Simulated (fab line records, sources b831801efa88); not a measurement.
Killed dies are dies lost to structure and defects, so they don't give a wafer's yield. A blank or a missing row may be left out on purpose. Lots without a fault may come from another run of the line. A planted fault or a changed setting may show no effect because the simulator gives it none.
Which tool did it? | flow gf180mcu | 14 lots, 42 wafers sampled, at 6 steps of a route of 602

WHAT THE GAUGES READ, wafer by wafer
GF_V2_RS_MEAS_24: measures by four-point-probe. Usual: V2_W_RS 0.330 ohm/sq, standard deviation 0.0037.
lot  | measured     | on            | V2_W_RS (ohm/sq)  | flag
L898 | day 20 05:48 | film_metro-02 | 0.326 0.326 0.321 |
L900 | day 21 02:47 | film_metro-02 | 0.332 0.324 0.330 |
L901 | day 21 07:39 | film_metro-04 | 0.333 0.334 0.331 |
L903 | day 22 06:29 | film_metro-04 | 0.337 0.332 0.338 |
L902 | day 22 08:05 | film_metro-02 | 0.331 0.331 0.333 |
L904 | day 22 20:48 | film_metro-04 | 0.328 0.332 0.326 |
L905 | day 23 02:27 | film_metro-04 | 0.331 0.335 0.336 |
L906 | day 23 06:24 | film_metro-02 | 0.329 0.328 0.324 |
L907 | day 24 01:56 | film_metro-02 | 0.326 0.329 0.333 |
L908 | day 24 02:38 | film_metro-04 | 0.327 0.327 0.320 |
L909 | day 24 13:17 | film_metro-02 | 0.332 0.326 0.327 |
L918 | day 27 12:40 | film_metro-02 | 0.327 0.330 0.331 |
L919 | day 27 13:03 | film_metro-04 | 0.336 0.336 0.334 |
L921 | day 28 01:43 | film_metro-02 | 0.330 0.328 0.331 |

GF_V3_CD_MEAS_14: target cd 260 nm. Usual: cd_nm 259.6 nm, standard deviation 1.3.
lot  | measured     | on        | cd_nm (nm)        | flag
L898 | day 22 07:53 | cd_sem-02 | 261.5 261.0 260.2 |
L900 | day 23 02:50 | cd_sem-02 | 260.1 259.5 259.3 |
L901 | day 23 07:59 | cd_sem-01 | 258.2 259.2 258.0 |
L903 | day 24 06:42 | cd_sem-02 | 256.7 258.1 257.7 |
L902 | day 24 07:19 | cd_sem-01 | 259.4 259.9 259.5 |
L904 | day 24 19:14 | cd_sem-02 | 261.2 259.3 261.5 |
L905 | day 25 01:20 | cd_sem-02 | 261.1 261.3 261.7 |
L906 | day 25 04:49 | cd_sem-01 | 259.7 260.3 260.1 |
L907 | day 25 23:27 | cd_sem-01 | 258.7 259.4 259.0 |
L908 | day 26 00:22 | cd_sem-02 | 258.3 258.4 258.3 |
L909 | day 26 10:13 | cd_sem-01 | 256.8 258.6 258.6 |
L918 | day 29 05:55 | cd_sem-02 | 260.3 259.7 261.0 |
L919 | day 29 06:45 | cd_sem-01 | 259.6 259.7 259.3 |
L921 | day 29 18:25 | cd_sem-01 | 258.4 258.6 258.4 |

GF_V3_RS_MEAS_24: measures by four-point-probe. Usual: V3_W_RS 0.326 ohm/sq, standard deviation 0.0042.
lot  | measured     | on            | V3_W_RS (ohm/sq)     | flag
L898 | day 22 08:56 | film_metro-03 | 0.324 0.326 0.324    |
L900 | day 23 03:52 | film_metro-02 | 0.327 0.328 0.325    |
L901 | day 23 09:01 | film_metro-02 | 0.332 0.332 0.330    |
L903 | day 24 07:44 | film_metro-02 | 0.327 0.326 0.328    |
L902 | day 24 08:23 | film_metro-03 | 0.329 0.321 0.329    |
L904 | day 24 20:17 | film_metro-03 | 0.329 0.333 0.331    |
L905 | day 25 02:22 | film_metro-03 | 0.329 0.330 0.327    |
L906 | day 25 05:53 | film_metro-03 | 0.329 0.329 0.326    |
L907 | day 26 00:32 | film_metro-03 | 0.319 0.327 0.322    |
L908 | day 26 01:28 | film_metro-02 | 44.991 44.630 45.422 | OFF
L909 | day 26 11:15 | film_metro-01 | 43.998 44.262 44.132 | OFF
L918 | day 29 07:03 | film_metro-01 | 0.328 0.330 0.332    |
L919 | day 29 07:47 | film_metro-01 | 0.321 0.326 0.324    |
L921 | day 29 19:27 | film_metro-03 | 0.311 0.329 0.311    |

GF_V3_THK_MEAS_25: measures by xrf. Usual: V3_W_THK 379 nm, standard deviation 6.5.
lot  | measured     | on            | V3_W_THK (nm) | flag
L898 | day 22 09:03 | film_metro-03 | 377 375 379   |
L900 | day 23 03:59 | film_metro-02 | 375 373 378   |
L901 | day 23 09:07 | film_metro-02 | 370 368 373   |
L903 | day 24 07:50 | film_metro-02 | 378 377 376   |
L902 | day 24 08:29 | film_metro-03 | 367 377 369   |
L904 | day 24 20:25 | film_metro-03 | 374 365 368   |
L905 | day 25 02:29 | film_metro-03 | 375 371 378   |
L906 | day 25 05:59 | film_metro-03 | 373 373 376   |
L907 | day 26 00:39 | film_metro-03 | 386 376 383   |
L908 | day 26 01:34 | film_metro-02 | <0 <0 <0      | OFF
L909 | day 26 11:21 | film_metro-01 | <0 <0 -       | OFF
L918 | day 29 07:10 | film_metro-01 | 376 376 378   |
L919 | day 29 07:54 | film_metro-01 | 386 382 386   |
L921 | day 29 19:34 | film_metro-03 | 399 375 399   |

WHICH TOOL RAN EACH LOT (tool, then ch and the chambers of the sampled wafers, then the start)
lot  | GF_M3_SPUTTER_01             | GF_V3_CVD_23
L898 | pvd_sputter-01, day 20 06:23 | cvd_w-02 ch 0,1, day 22 08:47
L900 | pvd_sputter-01, day 21 03:25 | cvd_w-02 ch 1, day 23 03:44
L901 | pvd_sputter-01, day 21 08:10 | cvd_w-01 ch 0,1, day 23 08:53
L903 | pvd_sputter-01, day 22 07:01 | cvd_w-01 ch 0,1, day 24 07:38
L902 | pvd_sputter-04, day 22 08:37 | cvd_w-01 ch 0,1, day 24 08:16
L904 | pvd_sputter-02, day 22 21:23 | cvd_w-01 ch 0,1, day 24 20:11
L905 | pvd_sputter-04, day 23 03:02 | cvd_w-01 ch 0,1, day 25 02:14
L906 | pvd_sputter-02, day 23 06:56 | cvd_w-01 ch 0,1, day 25 05:46
L907 | pvd_sputter-02, day 24 02:32 | cvd_w-02 ch 0,1, day 26 00:25
L908 | pvd_sputter-04, day 24 03:10 | cvd_w-01 ch 0,1, day 26 01:21
L909 | pvd_sputter-02, day 24 13:49 | cvd_w-01 ch 0,1, day 26 11:08
L918 | pvd_sputter-01, day 27 13:14 | cvd_w-01 ch 1, day 29 06:50
L919 | pvd_sputter-01, day 27 13:38 | cvd_w-02 ch 0,1, day 29 07:40
L921 | pvd_sputter-04, day 28 02:16 | cvd_w-02 ch 0,1, day 29 19:19
- GF_M3_SPUTTER_01: material TiN, target thk 30 nm, time 25 s.
- GF_V3_CVD_23: deposits W, target thk 350 nm, time 104.9 s.

WHAT THE TOOLS THEMSELVES READ (means of the sampled wafers that have a number; where no wafer has one, the mark that the record gives instead)
GF_M3_SPUTTER_01. Usual: cathode_dc_power_W 6500.0 W, standard deviation 1.2; throttle_valve_pct 29.6 %, standard deviation 0.74.
lot  | tool           | cathode_dc_power_W (W) | throttle_valve_pct (%) | flag
L898 | pvd_sputter-01 | 6500.2                 | 29.4                   |
L900 | pvd_sputter-01 | 6500.8                 | 29.4                   |
L901 | pvd_sputter-01 | 6499.2                 | 29.0                   |
L903 | pvd_sputter-01 | 6500.4                 | 28.6                   |
L902 | pvd_sputter-04 | 6499.9                 | 30.3                   |
L904 | pvd_sputter-02 | 6500.1                 | 29.1                   |
L905 | pvd_sputter-04 | 6500.1                 | 30.0                   |
L906 | pvd_sputter-02 | 6498.8                 | 29.3                   |
L907 | pvd_sputter-02 | 6500.7                 | 29.8                   |
L908 | pvd_sputter-04 | 6499.8                 | 30.4                   |
L909 | pvd_sputter-02 | 6500.3                 | 29.1                   |
L918 | pvd_sputter-01 | 6500.0                 | 29.3                   |
L919 | pvd_sputter-01 | 6499.8                 | 29.2                   |
L921 | pvd_sputter-04 | 6499.4                 | 30.5                   |

GF_V3_CVD_23. Usual: chamber_pressure_Torr 40.01 Torr, standard deviation 0.1; heater_power_outer_w 637 W, standard deviation 89; heater_power_w 1012 W, standard deviation 120; susceptor_temp_C 399.99 C, standard deviation 0.22.
lot  | tool     | chamber_pressure_Torr (Torr) | heater_power_outer_w (W) | heater_power_w (W) | susceptor_temp_C (C) | flag
L898 | cvd_w-02 | 39.92                        | 547                      | 877                | 399.80               |
L900 | cvd_w-02 | 40.05                        | 556                      | 884                | 400.10               |
L901 | cvd_w-01 | 40.08                        | 719                      | 1126               | 399.76               |
L903 | cvd_w-01 | 40.00                        | 668                      | 1069               | 399.89               |
L902 | cvd_w-01 | 39.94                        | 674                      | 1084               | 400.20               |
L904 | cvd_w-01 | 39.99                        | 725                      | 1125               | 400.10               |
L905 | cvd_w-01 | 40.08                        | 675                      | 1084               | 399.55               |
L906 | cvd_w-01 | 40.02                        | 669                      | 1076               | 400.13               |
L907 | cvd_w-02 | 40.02                        | 540                      | 895                | 399.94               |
L908 | cvd_w-01 | -                            | -                        | -                  | -                    | OFF
L909 | cvd_w-01 | -                            | -                        | -                  | -                    | OFF
L918 | cvd_w-01 | 39.90                        | 762                      | 1167               | 399.73               |
L919 | cvd_w-02 | 40.03                        | 548                      | 891                | 399.85               |
L921 | cvd_w-02 | 40.04                        | 556                      | 897                | 400.06               |

THE ANSWER, worked out from the rows above alone
Rule: a lot is off if the mean of its wafers that have a number lies more than 3 standard deviations from the usual mean. A lot without any number at a reading at which 4 lots or more have one is off too. The other lots that the step has rows for count as sound. The gauges are gone through in route order, then the tools' own readings, and for those a lot's mean is taken as printed above. The first step at which some lot is off is used, and at that step the reading that is off furthest; a lot without a number counts as furthest.
Off: L908, L909, at GF_V3_RS_MEAS_24 (V3_W_RS).
A tool fits if, at a process step before that reading, it ran every lot that is off, and no sound lot after the first of them. The gauges at GF_V3_RS_MEAS_24 aren't tried: what is off there is off at GF_V3_CVD_23 too, on other tools, and a gauge's error can't cause that. None of those tried fits.

WHAT THE SIMULATOR HAD PUT IN
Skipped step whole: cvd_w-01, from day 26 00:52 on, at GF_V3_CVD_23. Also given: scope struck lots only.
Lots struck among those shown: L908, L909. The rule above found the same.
